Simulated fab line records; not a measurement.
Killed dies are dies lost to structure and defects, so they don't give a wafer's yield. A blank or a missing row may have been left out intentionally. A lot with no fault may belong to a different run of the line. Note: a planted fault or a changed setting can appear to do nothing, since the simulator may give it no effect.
What tool caused it? | flow sky130 | 15 lots, 45 wafers sampled, at 1 step of a route of 708

== WHAT THE GAUGES SHOWED, per wafer ==
SKY_VIA1_BOW_MEAS_03.
lot  | measured     | on            | VIA1_BOW (um)
L107 | day 33 15:03 | film metro-02 | 74 86 86
L108 | day 33 22:20 | film metro-02 | 68 83 89
L110 | day 34 16:44 | film metro-01 | 65 82 72
L112 | day 35 05:48 | film metro-03 | 75 82 79
L113 | day 35 10:41 | film metro-03 | 74 80 72
L114 | day 35 21:36 | film metro-02 | 77 91 78
L115 | day 36 05:12 | film metro-02 | 73 78 70
L116 | day 36 20:41 | film metro-03 | 71 65 60
L117 | day 36 21:04 | film metro-02 | 89 85 86
L118 | day 37 04:18 | film metro-03 | 90 90 85
L119 | day 37 13:53 | film metro-02 | 66 82 76
L120 | day 37 17:59 | film metro-01 | 83 76 83
L124 | day 38 18:51 | film metro-01 | 84 78 84
L127 | day 39 13:46 | film metro-01 | 84 74 76
L128 | day 39 21:14 | film metro-03 | 96 87 81

== WHICH TOOL RAN EACH LOT (tool, then ch and the chambers of the sampled wafers, then the start) ==
No process step before these readings appears in the record.

== WHAT THE TOOLS THEMSELVES READ (means of the sampled wafers that have a number; where no wafer has one, the mark that the record gives instead) ==
The record holds no such reading with a usual standard deviation.

== THE ANSWER, worked out from the rows above alone ==
Rule: what is usual is taken from the lots themselves. The widest of any qualifying gaps counts: lots, ordered by their means at a reading, are off when they make up no more than a third of the lots, leave a main group of 4 or more, and stand apart from it by 3 or more times the standard deviation of that group's means. The tables above print the reading to a certain number of digits; a main group whose means all agree to those digits is not used. Also off: a lot with no number at a reading for which 4 or more lots have one. The other lots that the step has rows for count as sound. Order of review: gauges by route order, followed by the tools' own readings, for which a lot's mean as printed above is used. The first step at which some lot is off is used, and at that step the reading that is off furthest; a lot without a number counts as furthest.
Nothing can be told from this: no lot is off at any reading shown.

== WHAT WAS PUT IN BY THE SIMULATOR ==
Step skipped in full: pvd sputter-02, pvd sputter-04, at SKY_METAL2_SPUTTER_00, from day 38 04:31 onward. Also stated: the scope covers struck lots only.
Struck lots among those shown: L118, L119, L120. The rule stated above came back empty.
